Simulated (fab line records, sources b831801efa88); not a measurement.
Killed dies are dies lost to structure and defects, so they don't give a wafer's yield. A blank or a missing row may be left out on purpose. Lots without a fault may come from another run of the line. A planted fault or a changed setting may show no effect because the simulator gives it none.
A struck lot beside a sound one | flow sky130 | 14 steps out of a route of 708
Sound: wafers L764.2, L764.3, L764.6. Struck: wafers L767.1, L767.2, L767.5. The cause comes at the end.
At each step with rows: each side's tool, then ch and its chambers, then its first start. Under that, the readings that differ: sound wafers | struck wafers | difference of the means | sigmas: that difference in standard deviations of wafers without a fault.
alike: readings whose means differ by less than 2 such deviations, and words and numbers that are the same on both sides. not compared: withheld readings, readings that some wafer has no value for, bounds like >300 that may hide the same value, and numbers for which the record gives no deviation and whose values overlap.
The two part at a step that has a row with sigmas, a row that says differs or no value, or rows on one side only. Numbers that don't overlap but have no deviation are shown without sigmas and don't part them. A reading that every wafer of one side lacks parts them only if that side has two wafers or more.

first, 4 steps without rows for these wafers: SKY_VT_ADJUST_PCH_SOFTBAKE_03; SKY_VT_ADJUST_PCH_EXPOSE_04 (exposes mask NWM, target cd 840 nm); SKY_VT_ADJUST_PCH_PEB_05; SKY_VT_ADJUST_PCH_DEVELOP_06 (develop time 60 s).
SKY_VT_ADJUST_PCH_OVL_MEAS_07:
  sound on overlay-01, day 11 04:38; struck on overlay-02, day 12 06:38
  alike: VT_ADJUST_PCH_OVL
then, 1 step without rows for these wafers: SKY_VT_ADJUST_PCH_IMPLANT_08.
SKY_VT_ADJUST_PCH_STRIP_09: strips in O2/N2.
  sound on plasma_asher-04 ch 0,1, day 11 04:49; struck on plasma_asher-03 ch 0,1, day 12 06:49
  alike: chamber_pressure_mTorr, drypump_motor_current_A, oes_product_au, strip_time_to_endpoint_s
  not compared: rf_hours_counter_h
SKY_VT_ADJUST_PCH_TW_MEAS_10:
  sound on film_metro-03, day 11 04:56; struck on film_metro-04, day 12 06:55
  alike: VT_ADJUST_PCH_TW
then, 4 steps without rows for these wafers: SKY_SONOS_TUNNEL_DEHYDRATE_00 (time 60 s); SKY_SONOS_TUNNEL_HMDS_01 (prime time 60 s); SKY_SONOS_TUNNEL_COAT_02 (resist thk 1140 nm); SKY_SONOS_TUNNEL_SOFTBAKE_03 (time 60 s).
SKY_SONOS_TUNNEL_EXPOSE_04: exposes mask TUNM, target cd 410 nm.
  sound on iline_stepper-02 ch 0, day 11 16:14; struck on iline_stepper-02, day 12 18:23
  no value came back on the struck wafers for exposure_dose_mJ_cm2, focus_offset_nm (nm); on the sound wafers exposure_dose_mJ_cm2 reads 136.24 136.08 136.04
  alike: mask
then, 1 step without rows for these wafers: SKY_SONOS_TUNNEL_PEB_05.

WHERE THEY PART
Only at SKY_SONOS_TUNNEL_EXPOSE_04, within this record.

WHY: what the simulator had put in
Skipped step whole: iline_stepper-02, from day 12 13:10 on, at SKY_SONOS_TUNNEL_EXPOSE_04. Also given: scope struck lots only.
